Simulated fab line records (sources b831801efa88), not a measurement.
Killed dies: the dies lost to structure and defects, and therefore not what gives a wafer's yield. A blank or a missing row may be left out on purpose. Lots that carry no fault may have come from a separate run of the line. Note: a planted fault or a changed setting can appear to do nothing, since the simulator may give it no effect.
fab line records | flow sky130
[record] lots = 12 | wafers = 36 | lastDay = 50
route steps=708 shown VT_ADJUST_HVTP@96 VT_ADJUST_LVTN@116 VT_ADJUST_HVTR@138 SONOS_ONO@185 PAD_OPEN@708
lots that met no fault: taken from a fault-free run of the same line
startH: hours from the record's opening day to when the first of the lot's shown wafers began | waitH: hours elapsed since this lot's preceding step | " same as the row above | L1.1+2: several wafers, shown together as one row | - no value present, or no start provided | * or withheld: withheld | < > ~ a bound
route shown NAME@n: NAME is a module with steps in the file, n the number in the route of the first one | usual: average and standard deviation across the fault-free wafers | same: alike in all rows | chamber/n: place in a boat | sites: the reading at each site | _std_site: their standard deviation | _edge_site: the outer-site mean with the inner-site mean subtracted | radiusMm: for every site, how far away it sits from the centre of the wafer | mask NAME#n: copy n | behind: the tool/chamber that last shaped the wafer | hold: cause of the lot's hold/its duration in hours/its outcome | device: the transistor (n, p or np) that didn't switch | end of line: at the end of the route, the tests of the same wafers | where a step has no rows: the recipe by itself | killed: dies that structure and defects cost at the first sort, which is not the same as the wafer's yield | map: the dies of a wafer, with x for killed, . for not killed, _ for no die there
set.NAME: the setting the step ran with; set.NAME@STEP: the setting that earlier step ran with | model.NAME: the simulator's own value behind a step, which no gauge read
the route's steps for a sample of lots (tables are steps, rows are wafers)
services: from which hour (startH, from the record's first day; less than 0 if before it) a tool's chamber was out of use, for how many hours, and why
[[steps]]
[step SKY_VT_ADJUST_HVTP_TW_MEAS_11]
[usual] VT_ADJUST_HVTP_TW = 1361/7.9
lot.wafer | tool         | chamber | startH | waitH | VT_ADJUST_HVTP_TW
L163.1    | filmMetro-02 | -       | 117.95 | 0.1   | 1353
L163.3    | "            | -       | "      | "     | 1355
L163.5    | "            | -       | "      | "     | 1356
L165.2    | filmMetro-02 | -       | 154.76 | 0.1   | 1359
L165.5    | "            | -       | "      | "     | 1354
L165.6    | "            | -       | "      | "     | 1361
L166.1    | filmMetro-03 | -       | 155.05 | 0.1   | 1365
L166.3    | "            | -       | "      | "     | 1367
L166.5    | "            | -       | "      | "     | 1364
L168.1    | filmMetro-01 | -       | 167.15 | 0.1   | 1369
L168.3    | "            | -       | "      | "     | 1378
L168.5    | "            | -       | "      | "     | 1372
L170.1    | filmMetro-02 | -       | 172.44 | 0.1   | 1358
L170.4    | "            | -       | "      | "     | 1357
L170.6    | "            | -       | "      | "     | 1355
L172.1    | filmMetro-03 | -       | 177.70 | 0.1   | 1363
L172.2    | "            | -       | "      | "     | 1366
L172.6    | "            | -       | "      | "     | 1368
L173.1    | filmMetro-02 | -       | 187.20 | 0.1   | 1353
L173.2    | "            | -       | "      | "     | 1351
L173.3    | "            | -       | "      | "     | 1361
L175.2    | filmMetro-02 | -       | 200.91 | 0.1   | 1347
L175.3    | "            | -       | "      | "     | 1350
L175.6    | "            | -       | "      | "     | 1348
L182.2    | filmMetro-01 | -       | 259.16 | 0.1   | 1372
L182.4    | "            | -       | "      | "     | 1373
L182.5    | "            | -       | "      | "     | 1370
L183.1    | filmMetro-03 | -       | 261.19 | 0.1   | 1361
L183.4    | "            | -       | "      | "     | 1361
L183.6    | "            | -       | "      | "     | 1361
L184.1    | filmMetro-01 | -       | 261.45 | 0.1   | 1362
L184.4    | "            | -       | "      | "     | 1374
L184.6    | "            | -       | "      | "     | 1370
L186.2    | filmMetro-01 | -       | 272.66 | 0.1   | 1365
L186.3    | "            | -       | "      | "     | 1371
L186.5    | "            | -       | "      | "     | 1370
[step SKY_VT_ADJUST_LVTN_IMPLANT_19]
[recipe] species = B | energyKev = 30 | doseCm2 = 6.5e+11 | tiltDeg = withheld
[usual] beamOnS = 10.01/0.19 | doseIonsCm2 = 6.501e+11/8.1e+08 | faradayCurrentUA = 3.66/0.07
lot.wafer | tool         | chamber | startH | waitH | beamOnS | doseIonsCm2 | faradayCurrentUA
L163.1    | implanter-02 | 0       | 155.63 | 0.0   | 9.68    | 6.504e+11   | 3.78
L163.3    | "            | 0       | "      | "     | 10.26   | 6.499e+11   | 3.57
L163.5    | "            | 0       | "      | "     | 9.92    | 6.493e+11   | 3.70
L165.2    | implanter-01 | 0       | 194.90 | 0.0   | 9.84    | 6.499e+11   | 3.73
L165.5    | "            | 0       | "      | "     | 9.98    | 6.5e+11     | 3.68
L165.6    | "            | 0       | "      | "     | 9.90    | 6.494e+11   | 3.70
L166.1    | implanter-02 | 0       | 195.07 | 0.0   | 9.96    | 6.519e+11   | 3.70
L166.3    | "            | 0       | "      | "     | 9.89    | 6.515e+11   | 3.72
L166.5    | "            | 0       | "      | "     | 10.13   | 6.504e+11   | 3.61
L168.1    | implanter-01 | 0       | 208.82 | 0.0   | 10.26   | 6.495e+11   | 3.59
L168.3    | "            | 0       | "      | "     | 10.25   | 6.496e+11   | 3.57
L168.5    | "            | 0       | "      | "     | 9.66    | 6.492e+11   | 3.78
L170.1    | implanter-04 | 0       | 214.92 | 0.0   | 9.92    | 6.5e+11     | 3.70
L170.4    | "            | 0       | "      | "     | 9.82    | 6.493e+11   | 3.71
L170.6    | "            | 0       | "      | "     | 10.34   | 6.507e+11   | 3.55
L172.1    | implanter-02 | 0       | 221.08 | 0.0   | 10.03   | 6.496e+11   | 3.67
L172.2    | "            | 0       | "      | "     | 10.20   | 6.496e+11   | 3.59
L172.6    | "            | 0       | "      | "     | 9.76    | 6.498e+11   | 3.75
L173.1    | implanter-02 | 0       | 231.47 | 0.0   | 9.87    | 6.491e+11   | 3.70
L173.2    | "            | 0       | "      | "     | 10.29   | 6.5e+11     | 3.56
L173.3    | "            | 0       | "      | "     | 10.14   | 6.5e+11     | 3.62
L175.2    | implanter-01 | 0       | 245.75 | 0.0   | 9.67    | 6.498e+11   | 3.79
L175.3    | "            | 0       | "      | "     | 10.23   | 6.489e+11   | 3.57
L175.6    | "            | 0       | "      | "     | 10.20   | 6.51e+11    | 3.60
L182.2    | implanter-02 | 0       | 309.64 | 0.0   | 10.33   | 6.515e+11   | 3.53
L182.4    | "            | 0       | "      | "     | 9.92    | 6.497e+11   | 3.70
L182.5    | "            | 0       | "      | "     | 10.17   | 6.494e+11   | 3.61
L183.1    | implanter-01 | 0       | 311.08 | 0.0   | 10.04   | 1.1277e+12  | 6.31
L183.4    | "            | 0       | "      | "     | 9.75    | 1.1264e+12  | 6.51
L183.6    | "            | 0       | "      | "     | 10.21   | 1.1278e+12  | 6.23
L184.1    | implanter-01 | 0       | 311.51 | 0.0   | 9.87    | 1.1275e+12  | 6.48
L184.4    | "            | 0       | "      | "     | 10.43   | 1.1283e+12  | 6.11
L184.6    | "            | 0       | "      | "     | 10.22   | 1.1281e+12  | 6.25
L186.2    | implanter-02 | 0       | 323.60 | 0.0   | 10.21   | 6.495e+11   | 3.58
L186.3    | "            | 0       | "      | "     | 9.77    | 6.49e+11    | 3.75
L186.5    | "            | 0       | "      | "     | 10.17   | 6.495e+11   | 3.60
[step SKY_VT_ADJUST_LVTN_TW_MEAS_21]
[usual] VT_ADJUST_LVTN_2_TW = 189.3/1.3
lot.wafer | tool         | chamber | startH | waitH | VT_ADJUST_LVTN_2_TW
L163.1    | filmMetro-01 | -       | 155.88 | 0.1   | 190.4
L163.3    | "            | -       | "      | "     | 189.5
L163.5    | "            | -       | "      | "     | 189.8
L165.2    | filmMetro-04 | -       | 195.13 | 0.1   | 190.4
L165.5    | "            | -       | "      | "     | 190.9
L165.6    | "            | -       | "      | "     | 190.3
L166.1    | filmMetro-01 | -       | 195.32 | 0.1   | 188.9
L166.3    | "            | -       | "      | "     | 188.5
L166.5    | "            | -       | "      | "     | 189.5
L168.1    | filmMetro-04 | -       | 209.07 | 0.1   | 188.4
L168.3    | "            | -       | "      | "     | 190.8
L168.5    | "            | -       | "      | "     | 189.1
L170.1    | filmMetro-02 | -       | 215.17 | 0.1   | 186.7
L170.4    | "            | -       | "      | "     | 186.5
L170.6    | "            | -       | "      | "     | 186.5
L172.1    | filmMetro-04 | -       | 221.33 | 0.1   | 191.3
L172.2    | "            | -       | "      | "     | 190.0
L172.6    | "            | -       | "      | "     | 190.8
L173.1    | filmMetro-04 | -       | 231.72 | 0.1   | 192.3
L173.2    | "            | -       | "      | "     | 190.2
L173.3    | "            | -       | "      | "     | 190.0
L175.2    | filmMetro-04 | -       | 245.99 | 0.1   | 190.4
L175.3    | "            | -       | "      | "     | 190.0
L175.6    | "            | -       | "      | "     | 190.8
L182.2    | filmMetro-02 | -       | 309.87 | 0.1   | 187.2
L182.4    | "            | -       | "      | "     | 187.1
L182.5    | "            | -       | "      | "     | 188.1
L183.1    | filmMetro-04 | -       | 311.33 | 0.1   | 221.0
L183.4    | "            | -       | "      | "     | 222.4
L183.6    | "            | -       | "      | "     | 221.9
L184.1    | filmMetro-01 | -       | 311.76 | 0.1   | 221.6
L184.4    | "            | -       | "      | "     | 222.8
L184.6    | "            | -       | "      | "     | 221.0
L186.2    | filmMetro-04 | -       | 323.83 | 0.1   | 190.9
L186.3    | "            | -       | "      | "     | 191.8
L186.5    | "            | -       | "      | "     | 191.2
[step SKY_VT_ADJUST_HVTR_CD_MEAS_07]
[recipe] targetCdNm = 380
[usual] cdNm = 380.1/2.8
lot.wafer | tool     | chamber | startH | waitH | cdNm
L163.1    | cdSem-01 | -       | 196.88 | 0.1   | 383.5
L163.3    | "        | -       | "      | "     | 381.2
L163.5    | "        | -       | "      | "     | 379.8
L165.2    | cdSem-02 | -       | 238.26 | 0.1   | 380.9
L165.5    | "        | -       | "      | "     | 379.4
L165.6    | "        | -       | "      | "     | 382.8
L166.1    | cdSem-01 | -       | 240.40 | 0.1   | 381.0
L166.3    | "        | -       | "      | "     | 380.3
L166.5    | "        | -       | "      | "     | 379.7
L168.1    | cdSem-02 | -       | 254.58 | 0.1   | 376.5
L168.3    | "        | -       | "      | "     | 380.2
L168.5    | "        | -       | "      | "     | 375.5
L170.1    | cdSem-01 | -       | 261.27 | 0.2   | 381.5
L170.4    | "        | -       | "      | "     | 380.5
L170.6    | "        | -       | "      | "     | 377.6
L172.1    | cdSem-02 | -       | 267.63 | 0.1   | 383.2
L172.2    | "        | -       | "      | "     | 380.4
L172.6    | "        | -       | "      | "     | 385.9
L173.1    | cdSem-01 | -       | 278.73 | 0.1   | 378.8
L173.2    | "        | -       | "      | "     | 380.7
L173.3    | "        | -       | "      | "     | 379.5
L175.2    | cdSem-02 | -       | 295.25 | 0.1   | 377.2
L175.3    | "        | -       | "      | "     | 377.9
L175.6    | "        | -       | "      | "     | 377.1
L182.2    | cdSem-01 | -       | 362.75 | 0.1   | 385.1
L182.4    | "        | -       | "      | "     | 379.0
L182.5    | "        | -       | "      | "     | 380.2
L183.1    | cdSem-01 | -       | 365.27 | 0.2   | 375.6
L183.4    | "        | -       | "      | "     | 376.8
L183.6    | "        | -       | "      | "     | 376.6
L184.1    | cdSem-01 | -       | 365.40 | 0.1   | 375.6
L184.4    | "        | -       | "      | "     | 373.9
L184.6    | "        | -       | "      | "     | 372.7
L186.2    | cdSem-01 | -       | 377.14 | 0.2   | 377.5
L186.3    | "        | -       | "      | "     | 377.9
L186.5    | "        | -       | "      | "     | 378.6
[step SKY_SONOS_ONO_STRIP_17]
[recipe] chemistry = O2/N2 | powerW = 1400 | pressureMtorr = 1500 | platenTempC = withheld | o2FlowSccm = 3000 | n2FlowSccm = 300 | overashFraction = 0.5
[usual] drypumpMotorCurrentA = 5.7/0.3 | oesProductAu = 0.709/0.0044 | stripTimeToEndpointS = 14.08/0.039
lot.wafer | tool           | chamber | startH | waitH | drypumpMotorCurrentA | oesProductAu | rfHoursCounterH | stripTimeToEndpointS
L163.1    | plasmaAsher-01 | 0       | 271.06 | 0.0   | 5.6                  | 0.705        | 56              | 14.12
L163.3    | "              | 0       | "      | "     | 5.6                  | 0.712        | -               | 14.09
L163.5    | "              | 1       | "      | "     | 5.9                  | 0.707        | -               | 14.10
L165.2    | plasmaAsher-02 | 1       | 317.71 | 0.0   | 5.8                  | 0.715        | 64              | 14.07
L165.5    | "              | 0       | "      | "     | 5.2                  | 0.713        | -               | 14.06
L165.6    | "              | 1       | "      | "     | 5.8                  | 0.718        | -               | 14.08
L166.1    | plasmaAsher-03 | 0       | 320.96 | 0.0   | 6.2                  | 0.710        | 51              | 14.02
L166.3    | "              | 1       | "      | "     | 5.8                  | 0.714        | -               | 14.06
L166.5    | "              | 0       | "      | "     | 6.2                  | 0.713        | -               | 14.09
L168.1    | plasmaAsher-01 | 1       | 336.31 | 0.0   | 5.9                  | 0.707        | 63              | 14.09
L168.3    | "              | 0       | "      | "     | 5.6                  | 0.705        | -               | 14.06
L168.5    | "              | 1       | "      | "     | 5.9                  | 0.715        | -               | 14.02
L170.1    | plasmaAsher-01 | 0       | 343.16 | 0.0   | 5.6                  | 0.710        | 64              | 14.09
L170.4    | "              | 0       | "      | "     | 5.6                  | 0.708        | -               | 14.05
L170.6    | "              | 1       | "      | "     | 5.9                  | 0.711        | -               | 14.11
L172.1    | plasmaAsher-01 | 1       | 350.41 | 0.0   | 5.8                  | 0.718        | 64              | 14.07
L172.2    | "              | 0       | "      | "     | 5.6                  | 0.704        | 64              | 14.07
L172.6    | "              | 1       | "      | "     | 5.9                  | 0.710        | -               | 14.08
L173.1    | plasmaAsher-02 | 1       | 362.16 | 0.0   | 5.8                  | 0.706        | 68              | 14.12
L173.2    | "              | 0       | "      | "     | 5.1                  | 0.707        | 68              | 14.13
L173.3    | "              | 0       | "      | "     | 5.1                  | 0.708        | -               | 14.14
L175.2    | plasmaAsher-03 | 1       | 380.89 | 0.0   | 5.8                  | 0.708        | 57              | 14.14
L175.3    | "              | 0       | "      | "     | 6.2                  | 0.707        | -               | 14.05
L175.6    | "              | 1       | "      | "     | 5.8                  | 0.712        | -               | 14.19
L182.2    | plasmaAsher-03 | 0       | 455.86 | 0.0   | 6.2                  | 0.711        | 64              | 14.04
L182.4    | "              | 0       | "      | "     | 6.2                  | 0.704        | -               | 14.05
L182.5    | "              | 1       | "      | "     | 5.8                  | 0.712        | -               | 13.99
L184.1    | plasmaAsher-01 | 1       | 458.85 | 0.0   | 5.9                  | 0.709        | 3               | 14.04
L184.4    | "              | 1       | "      | "     | 5.9                  | 0.708        | -               | 14.04
L184.6    | "              | 1       | "      | "     | 5.9                  | 0.711        | -               | 13.96
L183.1    | plasmaAsher-01 | 0       | 459.50 | 0.0   | 5.6                  | 0.703        | 3               | 14.06
L183.4    | "              | 1       | "      | "     | 5.9                  | 0.709        | -               | 14.07
L183.6    | "              | 0       | "      | "     | 5.6                  | 0.718        | -               | 14.08
L186.2    | plasmaAsher-02 | 0       | 470.77 | 0.0   | 5.1                  | 0.708        | 79              | 14.03
L186.3    | "              | 0       | "      | "     | 5.1                  | 0.713        | -               | 14.06
L186.5    | "              | 0       | "      | "     | 5.1                  | 0.702        | -               | 14.02
[step SKY_PAD_OPEN_PROBE_99]
[usual] killed_at_M0_to_M3 = 43/7.4 | killed_at_M4_up = 3.1/1.8 | killedAtContacts = 26/5.6 | killedAtFrontEnd = 15/4.9 | killedAtOther = 0.2/0.44 | killedDies = 87/10 | killedOnRim = 17/3.7 | killedOpen = 48/7.6 | killedShort = 39/6.2
[same] grossDies = 492 | killedAtBackSide = 0
lot.wafer | tool      | chamber | startH  | waitH | killed_at_M0_to_M3 | killed_at_M4_up | killedAtContacts | killedAtFrontEnd | killedAtOther | killedDies | killedOnRim | killedOpen | killedShort
L172.1    | prober-01 | -       | 1125.57 | 0.1   | 42                 | 4               | 23               | 11               | 0             | 80         | 16          | 41         | 39
L172.2    | prober-01 | -       | 1125.62 | 0.1   | 45                 | 6               | 24               | 11               | 0             | 86         | 16          | 46         | 40
L172.6    | prober-01 | -       | 1125.82 | 0.2   | 38                 | 1               | 20               | 9                | 0             | 68         | 13          | 34         | 34
L173.1    | prober-01 | -       | 1139.16 | 0.1   | 40                 | 6               | 16               | 16               | 0             | 78         | 18          | 37         | 41
L173.2    | prober-01 | -       | 1139.21 | 0.1   | 43                 | 2               | 19               | 16               | 1             | 81         | 22          | 32         | 47
L173.3    | prober-01 | -       | 1139.26 | 0.2   | 40                 | 0               | 24               | 15               | 0             | 79         | 16          | 39         | 39
// killed by level:class
L172.1 METAL1:geometricParticle:short=8 VIA2:geometricParticle:open=7 VIA1:geometricParticle:open=7 METAL2:geometricParticle:short=7 CONTACT:geometricParticle:open=6 LI_CONTACT:geometricParticle:open=5 FIELD_ISO:geometricParticle:open=4 LI_CONTACT:geometricParticle:short=4
L172.2 LI_CONTACT:geometricParticle:open=8 VIA1:geometricParticle:open=8 CONTACT:geometricParticle:open=7 VIA3:geometricParticle:open=6 CONTACT:geometricParticle:short=5 VIA1:geometricParticle:short=5 METAL2:geometricParticle:short=5 VIA2:geometricParticle:short=5
L172.6 VIA1:geometricParticle:open=12 CONTACT:geometricParticle:open=8 CONTACT:geometricParticle:short=6 VIA3:geometricParticle:open=6 VIA1:geometricParticle:short=6 LOCAL_INTERCONNECT:geometricParticle:short=4 SPACER:geometricParticle:short=3 METAL2:geometricParticle:short=3
L173.1 LI_CONTACT:geometricParticle:open=8 METAL1:geometricParticle:short=7 VIA1:geometricParticle:short=7 POLY_GATE:geometricParticle:open=5 VIA1:geometricParticle:open=5 METAL2:geometricParticle:short=5 METAL4:geometricParticle:short=5 FIELD_ISO:geometricParticle:open=4
L173.2 METAL1:geometricParticle:short=10 VIA1:geometricParticle:open=7 LOCAL_INTERCONNECT:geometricParticle:short=6 POLY_GATE:geometricParticle:short=5 LI_CONTACT:geometricParticle:open=5 METAL2:geometricParticle:short=5 FIELD_ISO:geometricParticle:short=4 CONTACT:geometricParticle:open=4
L173.3 VIA3:geometricParticle:open=9 LI_CONTACT:geometricParticle:open=9 METAL2:geometricParticle:short=7 FIELD_ISO:geometricParticle:short=6 VIA2:geometricParticle:open=6 CONTACT:geometricParticle:short=4 CONTACT:geometricParticle:open=4 METAL1:geometricParticle:short=4
[[services]]
tool           | chamber | startH | hours | kind
implanter-01   | -       | 173.02 | 1.5   | repair
plasmaAsher-02 | -       | 174.60 | 5.1   | repair
plasmaAsher-01 | -       | 202.18 | 2.8   | pm
plasmaAsher-01 | -       | 234.53 | 14.6  | pm
implanter-02   | -       | 286.68 | 3.6   | pm
plasmaAsher-03 | -       | 290.01 | 0.7   | repair
implanter-02   | -       | 346.03 | 2.7   | repair
implanter-01   | -       | 382.42 | 3.6   | pm
implanter-04   | -       | 397.41 | 25.2  | repair
plasmaAsher-03 | -       | 417.98 | 2.8   | pm
plasmaAsher-01 | -       | 421.25 | 9.0   | pm
plasmaAsher-01 | 0       | 421.25 | 9.0   | ventCycle
plasmaAsher-01 | 1       | 421.25 | 9.0   | ventCycle
plasmaAsher-01 | 0       | 430.25 | -     | clean
plasmaAsher-01 | 1       | 430.25 | -     | clean
plasmaAsher-01 | -       | 450.24 | 2.9   | repair
[[key]]
[firstSign] step = SKY_VT_ADJUST_LVTN_IMPLANT_19 | reading = doseIonsCm2 | direction = up | sigmas = 99+ | usual = * | struck = *
[effect] step = SKY_VT_ADJUST_LVTN_IMPLANT_19 | reading = faradayCurrentUA | direction = up | sigmas = 38 | usual = 3.66 | struck = 6.31
[effect] step = SKY_VT_ADJUST_LVTN_TW_MEAS_21 | reading = VT_ADJUST_LVTN_2_TW | direction = up | sigmas = 25 | usual = 189.3 | struck = 221.8
metAt SKY_VT_ADJUST_LVTN_IMPLANT_19
struckLots L183,L184
testerLeftOut L183,L184
notActingAt SKY_VT_ADJUST_HVTP_TW_MEAS_11,SKY_VT_ADJUST_HVTR_CD_MEAS_07,SKY_SONOS_ONO_STRIP_17
onsetBetween 245.75 311.08
[fault] kind = processParameterDrift | tool = implanter-01 | chamber = - | onsetH = 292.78 | steps = SKY_VT_ADJUST_LVTN_IMPLANT_19 | channel = doseCm2 | offset = * | shape = step | endH = 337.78 | actsIn = * | stated = *
// testerLeftOut: of these lots the tester's yield and bins aren't shown, on N5 and GAA mostly nor the transistor test; their killed dies are dies lost to structure and defects alone, not to doping, threshold or leakage, so they don't give the yield
